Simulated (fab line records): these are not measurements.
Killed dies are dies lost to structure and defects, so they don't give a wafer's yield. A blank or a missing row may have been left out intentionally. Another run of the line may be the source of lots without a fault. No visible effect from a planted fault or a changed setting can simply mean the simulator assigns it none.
What tool caused it?    flow gf180mcu    Sampling: 13 lots, 39 wafers, 5 of 602 route steps

WHAT THE GAUGES READ, wafer by wafer
GF_DUAL_GATE_OVL_MEAS_11.
lot   measured      on          DUAL_GATE_OVL (nm)
L803  day 8 13:35   overlay-02  0.7 0.0 4.0
L804  day 8 21:16   overlay-02  -0.3 -0.4 -0.5
L805  day 9 12:43   overlay-01  -1.9 0.9 0.5
L806  day 9 16:28   overlay-02  -1.0 -1.3 -0.6
L808  day 10 06:25  overlay-02  1.8 2.1 0.3
L809  day 10 10:34  overlay-02  0.0 0.7 -0.4
L810  day 10 18:06  overlay-02  -2.3 -0.7 -1.0
L811  day 10 20:49  overlay-02  0.3 0.3 1.3
L812  day 11 04:03  overlay-01  1.4 1.8 1.0
L816  day 12 08:46  overlay-01  -0.2 1.2 0.5
L821  day 13 17:27  overlay-02  -0.1 -0.7 0.1
L822  day 14 00:39  overlay-02  -2.8 -1.3 0.5
L825  day 14 22:09  overlay-01  0.8 -0.2 -0.4

GF_HV_LDD_RS_MEAS_53: uses a four-point probe to measure.
lot   measured      on             HV_LDD_RS (ohm/sq)
L803  day 12 14:33  film-metro-01  418.7 419.1 418.4
L804  day 13 02:56  film-metro-03  418.6 417.9 419.7
L805  day 13 17:06  film-metro-01  420.2 419.2 419.7
L806  day 13 23:38  film-metro-03  418.9 416.8 417.5
L808  day 14 13:18  film-metro-01  419.7 417.9 420.6
L809  day 14 19:29  film-metro-03  417.5 417.3 417.6
L810  day 15 03:08  film-metro-03  417.7 417.8 417.9
L811  day 15 07:50  film-metro-03  418.3 417.4 418.0
L812  day 15 17:02  film-metro-04  419.3 419.2 418.6
L816  day 17 00:28  film-metro-03  433.1 434.4 435.3
L821  day 18 15:35  film-metro-01  418.2 419.2 419.0
L822  day 18 23:59  film-metro-01  419.2 420.0 420.5
L825  day 19 23:20  film-metro-04  419.2 418.8 419.1

GF_NSD_TW_MEAS_12.
lot   measured      on             NSD_TW
L803  day 13 12:50  film-metro-02  4175 4205 4212
L804  day 14 02:22  film-metro-02  4192 4226 4200
L805  day 14 16:50  film-metro-02  4158 4195 4171
L806  day 14 23:04  film-metro-04  4259 4263 4294
L808  day 15 13:19  film-metro-03  4175 4197 4181
L809  day 15 21:01  film-metro-04  4278 4282 4276
L810  day 16 03:43  film-metro-04  4280 4276 4278
L811  day 16 08:28  film-metro-02  4227 4211 4202
L812  day 16 18:19  film-metro-02  4186 4219 4205
L816  day 18 02:43  film-metro-02  4221 4203 4210
L821  day 19 19:04  film-metro-04  4314 4280 4302
L822  day 20 03:13  film-metro-02  4192 4217 4213
L825  day 21 02:48  film-metro-02  4208 4213 4207

TOOL THAT RAN EACH LOT (tool first, then ch and the chambers of the sampled wafers, then the start)
lot   GF_DUAL_GATE_STRIP_13                 GF_HV_LDD_IMPLANT_09
L803  plasma-asher-03 ch 0,1, day 8 13:43   implanter-04 ch 0, day 10 05:20
L804  plasma-asher-01 ch 0,1, day 8 21:22   implanter-04 ch 0, day 10 16:34
L805  plasma-asher-01 ch 0,1, day 9 12:52   implanter-03 ch 0, day 11 05:20
L806  plasma-asher-03 ch 0,1, day 9 16:34   implanter-03 ch 0, day 11 11:07
L808  plasma-asher-03 ch 0,1, day 10 06:31  implanter-04 ch 0, day 11 23:59
L809  plasma-asher-01 ch 1, day 10 10:40    implanter-04 ch 0, day 12 03:55
L810  plasma-asher-01 ch 0,1, day 10 18:13  implanter-04 ch 0, day 12 12:48
L811  plasma-asher-03 ch 0,1, day 10 20:55  implanter-03 ch 0, day 12 16:30
L812  plasma-asher-03 ch 0,1, day 11 04:10  implanter-03 ch 0, day 13 00:25
L816  plasma-asher-04 ch 0,1, day 12 08:53  implanter-04 ch 0, day 14 05:53
L821  plasma-asher-03 ch 0,1, day 13 17:34  implanter-02 ch 0, day 15 17:16
L822  plasma-asher-04 ch 0,1, day 14 00:46  implanter-03 ch 0, day 16 00:49
L825  plasma-asher-03 ch 0,1, day 14 22:16  implanter-02 ch 0, day 16 23:07
- GF_DUAL_GATE_STRIP_13: strips in O2/N2.
- GF_HV_LDD_IMPLANT_09

AS READ BY THE TOOLS THEMSELVES (means over the sampled wafers that have a number; for cases with no such wafer, the mark the record gives instead)
GF_DUAL_GATE_STRIP_13.
lot   tool             drypump-motor-current-A (A)  heater-power-w (W)  oes-product-au (a.u.)  strip-time-to-endpoint-s (s)
L803  plasma-asher-03  5.7                          341                 0.714                  12.59
L804  plasma-asher-01  5.0                          321                 0.715                  12.56
L805  plasma-asher-01  5.3                          373                 0.718                  12.63
L806  plasma-asher-03  5.9                          331                 0.718                  12.67
L808  plasma-asher-03  5.9                          336                 0.715                  12.60
L809  plasma-asher-01  4.7                          277                 0.713                  12.63
L810  plasma-asher-01  5.4                          368                 0.715                  12.65
L811  plasma-asher-03  5.9                          339                 0.717                  12.57
L812  plasma-asher-03  5.9                          335                 0.719                  12.68
L816  plasma-asher-04  6.1                          302                 0.717                  12.63
L821  plasma-asher-03  5.7                          345                 0.715                  12.63
L822  plasma-asher-04  6.1                          300                 0.719                  12.65
L825  plasma-asher-03  5.7                          343                 0.716                  12.61

GF_HV_LDD_IMPLANT_09.
lot   tool          beam-on-s (s)
L803  implanter-04  10.11
L804  implanter-04  10.05
L805  implanter-03  10.03
L806  implanter-03  10.08
L808  implanter-04  10.12
L809  implanter-04  9.74
L810  implanter-04  10.04
L811  implanter-03  10.03
L812  implanter-03  9.89
L816  implanter-04  10.14
L821  implanter-02  9.84
L822  implanter-03  9.81
L825  implanter-02  9.91

THE ANSWER, worked out from the rows above alone
Rule: what is usual is taken from the lots themselves. The widest of any qualifying gaps counts: lots, ordered by their means at a reading, are off when they make up no more than a third of the lots, leave a main group of 4 or more, and stand apart from it by 3 or more times the standard deviation of that group's means. A main group whose means are all the same, to the digits that the tables above print for the reading, isn't used. Also off: a lot with no number at a reading for which 4 or more lots have one. Any other lot the step has rows for is counted as sound. The gauges are gone through in route order, then the tools' own readings, and for those a lot's mean is taken as printed above. At the first step where some lot is off, the reading lying furthest off is the one used; lots without a number count as furthest.
Off: L816, seen at GF_HV_LDD_RS_MEAS_53 (HV_LDD_RS). For the main group the mean is 418.7 ohm/sq and the standard deviation 0.77.
If a tool, at a process step before that reading, ran all the lots that are off and no sound lot after the first of them, it fits. Those tools and the gauges at GF_HV_LDD_RS_MEAS_53 are tried in the same way. This does not decide it: 2 tools fit, namely implanter-04 at GF_HV_LDD_IMPLANT_09 and film-metro-03 at GF_HV_LDD_RS_MEAS_53.

WHAT THE SIMULATOR PUT IN
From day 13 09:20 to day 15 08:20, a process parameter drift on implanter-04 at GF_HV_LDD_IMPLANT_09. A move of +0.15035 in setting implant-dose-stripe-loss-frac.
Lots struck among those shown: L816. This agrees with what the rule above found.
